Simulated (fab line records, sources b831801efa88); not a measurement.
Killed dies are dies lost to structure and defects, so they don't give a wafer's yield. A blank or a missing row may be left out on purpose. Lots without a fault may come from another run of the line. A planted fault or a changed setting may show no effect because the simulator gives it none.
Split-lot experiment | flow sfq_line | 5 lots, 23 wafers read, on a route of 325 steps

THE SPLIT
At SFQ_TRILAYER_L0_DEP_SPUTTER_003 (material MoNx KI, target thk 40 nm, time 100 s), the setting time_s was moved away from the recipe's 100 s on 12 of the 23 wafers read, by -13.4% to +13.3%. The other wafers ran this setting at the recipe's value.

FROM THE SPLIT TO THE READING: what the file shows between them, 8 steps
- SFQ_L0_RS_MEAS_901: measures by four-point-probe
- SFQ_L0_THK_MEAS_902: measures by xrf
- SFQ_TRILAYER_L0_LITHO_COAT_005: resist thk 600 nm (also split here: resist_thk_nm)
- SFQ_TRILAYER_L0_LITHO_SOFTBAKE_009
- SFQ_TRILAYER_L0_LITHO_EXPOSE_006: exposes mask L0, target cd 2000 nm
- SFQ_TRILAYER_L0_LITHO_PEB_008: peb time 60 s
- SFQ_TRILAYER_L0_LITHO_DEVELOP_007: time 60 s
- SFQ_TRILAYER_L0_BARC_OPEN_METAL_ETCH_010: etches BARC in O2, target depth 125 nm, time 41.7 s

THE READING
oes_product_au, in a.u., at SFQ_TRILAYER_L0_ETCH_METAL_ETCH_008 (etches MoNx KI in SF6/O2, stops on SiO2, target depth 50 nm, time 25 s). Fault-free wafers of this fab line usually give 0.874 a.u., standard deviation 0.0089 a.u..

wafer  | tool, chamber at the split | time_s as run, s | against the recipe | oes_product_au, a.u. | against lot-mates on the recipe
L074.1 | pvd_sputter-06, -          | 100              | recipe             | 0.876                | -
L074.5 | pvd_sputter-06, -          | 100              | recipe             | 0.877                | -
L074.6 | pvd_sputter-06, -          | 100              | recipe             | 0.867                | -
L076.1 | pvd_sputter-06, -          | 100              | recipe             | 0.872                | -
L076.2 | pvd_sputter-06, -          | 103.8            | +3.8%              | 0.892                | +0.019
L076.4 | pvd_sputter-06, -          | 103.8            | +3.8%              | 0.888                | +0.015
L076.5 | pvd_sputter-06, -          | 100              | recipe             | 0.873                | -
L076.6 | pvd_sputter-06, -          | 103.8            | +3.8%              | 0.902                | +0.029
L077.2 | pvd_sputter-03, -          | 112              | +12.0%             | 0.935                | +0.068
L077.3 | pvd_sputter-03, -          | 112              | +12.0%             | 0.935                | +0.068
L077.4 | pvd_sputter-03, -          | 112              | +12.0%             | 0.927                | +0.060
L077.5 | pvd_sputter-03, -          | 100              | recipe             | 0.871                | -
L077.6 | pvd_sputter-03, -          | 100              | recipe             | 0.864                | -
L081.1 | pvd_sputter-03, -          | 100              | recipe             | 0.883                | -
L081.2 | pvd_sputter-03, -          | 113.3            | +13.3%             | 0.943                | +0.062
L081.3 | pvd_sputter-03, -          | 100              | recipe             | 0.879                | -
L081.4 | pvd_sputter-03, -          | 113.3            | +13.3%             | 0.956                | +0.075
L081.5 | pvd_sputter-03, -          | 113.3            | +13.3%             | 0.944                | +0.063
L083.1 | pvd_sputter-03, -          | 86.64            | -13.4%             | 0.811                | -0.076
L083.2 | pvd_sputter-03, -          | 86.64            | -13.4%             | 0.818                | -0.070
L083.4 | pvd_sputter-03, -          | 100              | recipe             | 0.886                | -
L083.5 | pvd_sputter-03, -          | 100              | recipe             | 0.889                | -
L083.6 | pvd_sputter-03, -          | 86.64            | -13.4%             | 0.821                | -0.067

THE FIT
A straight line over all 23 wafers: oes_product_au changes by +0.0048 a.u. for each +1% of time_s; r = +0.98; the points scatter about the line by 0.0073 a.u..
The same after taking each lot's own level away (the mean of its wafers on the recipe; 23 wafers): +0.00524 a.u. for each +1%; r = +0.99; scatter 0.0046 a.u..
On that fit, the largest move of time_s shifts the reading by 0.07 a.u..
The lots' own levels span 0.8675 to 0.8875 a.u., that is 2.2 times the standard deviation above.
So the lot-to-lot level changes the slope little: the two slopes agree.
Check: with one of the wafers moved furthest among these (-13.4%) left out of the fit, the line predicts -0.0684 a.u. for it against its lot-mates. It came out at -0.0765 a.u. against them.

OTHER SPLITS ON THESE WAFERS
These wafers also went through other splits before the reading. Each is held against what the fit with the lots' levels taken away leaves over:
other split on the same wafers               | wafers away from the commonest value | r with oes_product_au (lot level and that fit taken away)
SFQ_TRILAYER_L0_LITHO_COAT_005 resist_thk_nm | 8                                    | +0.01

THE WHOLE CHAIN: every reading that the file lists as answering this split, in the file's order
step                                | what it does                                                           | reading                                                                                        | change (the file's fit)                   | r (the file's)
SFQ_TRILAYER_L0_DEP_SPUTTER_003     | material MoNx KI, target thk 40 nm, time 100 s                         | MoNx_KI_of_TRILAYER_L0_DEP_SPUTTER_003.thk_nm (the simulator's own value, which no gauge read) | +0.411 nm for each +1% of the setting     | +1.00
SFQ_L0_RS_MEAS_901                  | measures by four-point-probe                                           | L0_MONX_KI_RS                                                                                  | -0.43 for each +1% of the setting         | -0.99
SFQ_L0_THK_MEAS_902                 | measures by xrf                                                        | L0_MONX_KI_THK                                                                                 | +0.409 for each +1% of the setting        | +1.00
SFQ_TRILAYER_L0_ETCH_METAL_ETCH_008 | etches MoNx KI in SF6/O2, stops on SiO2, target depth 50 nm, time 25 s | oes_product_au                                                                                 | +0.00525 a.u. for each +1% of the setting | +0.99

THE FILE'S OWN FIT
oes_product_au changes by +0.00525 a.u. for each +1% of time_s, r = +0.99.
